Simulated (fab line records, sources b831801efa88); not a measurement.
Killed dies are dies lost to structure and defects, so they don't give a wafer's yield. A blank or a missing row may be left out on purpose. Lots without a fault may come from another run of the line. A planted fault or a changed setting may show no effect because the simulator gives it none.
One fault seen from 2 desks | flow sky130 | each desk has only its own numbers; what lay behind them comes last

THE TOOL OWNER'S DESK: implanter-03
The tool's own readings at SKY_LDD_HVN_IMPLANT_08: means of the sampled wafers that have a number, for each lot that ran on this tool. A lot is out of limits, marked OUT, if its mean lies more than 4 standard deviations from the usual mean; the brackets give that distance.
Columns: A = dose_ions_cm2 at SKY_LDD_HVN_IMPLANT_08, usual 3.0002e+13; B = end_station_pressure_torr at SKY_LDD_HVN_IMPLANT_08, usual 5.13e-06 Torr; C = faraday_current_uA at SKY_LDD_HVN_IMPLANT_08, usual 169
lot  | first seen here | A                            | B        | C
L796 | day 20 13:04    | 2.9981e+13                   | 4.87e-06 | 170
L801 | day 22 09:39    | 3.0017e+13                   | 5.11e-06 | 168
L810 | day 25 15:42    | 3.0001e+13                   | 5.02e-06 | 166
L812 | day 26 13:04    | 2.1637e+14 (+99 or more) OUT | 6.13e-06 | 1210 (+99 or more) OUT
L816 | day 27 15:18    | 2.1635e+14 (+99 or more) OUT | 6.00e-06 | 1220 (+99 or more) OUT
This desk's finding: out of limits on L812, L816; first on L812, day 26 13:04 (dose_ions_cm2 at SKY_LDD_HVN_IMPLANT_08). In limits: L796, L801, L810.

THE METROLOGY DESK
What the gauges read, lot by lot, whatever tool the lot ran on: means of the sampled wafers that have a number. A lot is out of limits, marked OUT, if its mean lies more than 4 standard deviations from the usual mean; the brackets give that distance.
Columns: A = POLY_GATE_CVD_03_THK at SKY_POLY_GATE_THK_MEAS_04, usual 75.1 nm; B = LDD_HVN_TW at SKY_LDD_HVN_TW_MEAS_10, usual 1436
lot  | first seen here | A    | B
L795 | day 15 04:57    | 75.1 | 1432
L796 | day 15 10:10    | 74.3 | 1448
L797 | day 15 21:12    | 75.1 | 1421
L799 | day 16 17:28    | 74.5 | 1437
L801 | day 17 02:46    | 75.3 | 1443
L805 | day 18 21:04    | 76.0 | 1431
L810 | day 20 11:26    | 74.4 | 1435
L812 | day 21 06:34    | 75.0 | 2643 (+99 or more) OUT
L813 | day 21 20:30    | 76.1 | 1441
L816 | day 22 14:22    | 75.1 | 2633 (+99 or more) OUT
L818 | day 23 07:50    | 76.2 | 1439
This desk's finding: out of limits on L812, L816; first on L812, day 26 13:19 (LDD_HVN_TW at SKY_LDD_HVN_TW_MEAS_10). In limits: L795, L796, L797, L799, L801, L805, L810, L813, L818.

PUT TOGETHER
The tool owner's desk could have raised an alarm at day 26 13:04, on L812, L816.
The metrology desk could have raised an alarm at day 26 13:19, on L812, L816.
Of the lots named, all ran SKY_LDD_HVN_IMPLANT_08 on implanter-03.

WHAT THE SIMULATOR HAD PUT IN
Process parameter drift: implanter-03, from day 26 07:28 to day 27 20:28, at SKY_LDD_HVN_IMPLANT_08. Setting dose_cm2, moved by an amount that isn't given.
Lots struck among those shown: L812, L816.
Hours from the fault's start to each desk's first reading out of limits: the tool owner's desk, 6; the metrology desk, 6.
